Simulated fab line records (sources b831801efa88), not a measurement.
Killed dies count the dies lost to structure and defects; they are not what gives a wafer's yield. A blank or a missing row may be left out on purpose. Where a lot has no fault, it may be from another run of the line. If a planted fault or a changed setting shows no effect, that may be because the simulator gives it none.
A lot that was struck, set against a sound lot || flow sky130 || 15 steps out of a route of 708
Sound: the wafers L851.1, L851.5, L851.6. Wafers L863.2, L863.3, L863.4 were the ones struck. The cause comes at the end.
Order at every step that has rows: each side's tool, ch and its chambers, its first start. Under that, the readings that differ: sound wafers || struck wafers || difference of the means || sigmas: that difference in standard deviations of wafers without a fault.
alike: same words and numbers on both sides, and readings whose means sit less than 2 such deviations apart. not compared: any withheld reading, any reading some wafer has no value for, any bound like >300 that may hide the same value, and any number with overlapping values for which the record gives no deviation.
Wherever a step has rows on one side only, a row that says differs or no value, or a row with sigmas, the two part there. Numbers that don't overlap but have no deviation are shown without sigmas and don't part them. A reading that every wafer of one side lacks parts them only if that side has two wafers or more.

SKY_CAP2M_SPUTTER_02: material TiN, target thk 200 nm, time 166.7 s.
  sound: pvd sputter-02 at day 42 00:02; struck: pvd sputter-01 at day 45 11:11
  alike: throttle valve pct
SKY_CAP2M_RS_MEAS_03: the measuring method here is four-point-probe.
  sound: film metro-04 at day 42 00:09; struck: film metro-02 at day 45 11:19
  alike: CAP2M_TIN_RS
SKY_CAP2M_THK_MEAS_04: measures by xrf.
  sound: film metro-04 at day 42 00:16; struck: film metro-02 at day 45 11:26
  alike: CAP2M_TIN_THK
then, 7 steps without rows for these wafers: SKY_CAP2M_DEHYDRATE_05 (time 60 s); SKY_CAP2M_HMDS_06 (prime time 60 s); SKY_CAP2M_COAT_07 (resist thk 1140 nm); SKY_CAP2M_SOFTBAKE_08 (time 60 s); SKY_CAP2M_EXPOSE_09 (exposes mask CAP2M, target cd 1000 nm); SKY_CAP2M_PEB_10; SKY_CAP2M_DEVELOP_11 (develop time 60 s).
SKY_CAP2M_OVL_MEAS_12:
  sound: overlay-01 at day 42 23:25; struck: overlay-01 at day 46 08:02
  alike: CAP2M_OVL
SKY_CAP2M_METAL_ETCH_13: etches TiN in Cl2/BCl3, stops on SiO2, target depth 220 nm, time 62.9 s.
  sound on rie metal-01 ch 0,1, day 42 23:28; struck on rie metal-01 ch 0,1, day 46 08:04
  alike: drypump motor current A, oes product au, throttle valve pct
  not compared: rf hours counter h
SKY_CAP2M_STRIP_14: strips in O2/N2.
  sound on plasma asher-04 ch 0,1, day 42 23:32; struck on plasma asher-04 ch 0,1, day 46 08:08
  no value came back on the struck wafers for any of 5 readings (chamber pressure mTorr (mTorr), drypump motor current A (A) and others); on the sound wafers chamber pressure mTorr (mTorr) reads 1500.0 1502.9 1501.2
{"reading": "model.NOVOLAK_of_CAP2M_COAT_07.thk nm (nm)", "sound": "0 0 0", "struck": "995.4 995.2 995.8", "difference": "+995.5", "sigmas": ""}
  not compared: rf hours counter h
then, 1 step without rows for these wafers: SKY_CAP2M_STRIP_15 (strips in post etch residue remover, time 1200 s).
-- the record jumps here: 4 days lie between the struck wafers' starts before and after (it left off in module CAP2M and takes up again in module PAD_OPEN, whose first step shown is number 708 of the route) --
SKY_PAD_OPEN_PROBE_99:
  rows exist in the record for the struck wafers here (prober-02, day 50 09:32), but not for the sound ones

WHERE THEY PART
Earliest at SKY_CAP2M_STRIP_14; latest, in this record, at SKY_PAD_OPEN_PROBE_99.

WHY: what had been put in by the simulator
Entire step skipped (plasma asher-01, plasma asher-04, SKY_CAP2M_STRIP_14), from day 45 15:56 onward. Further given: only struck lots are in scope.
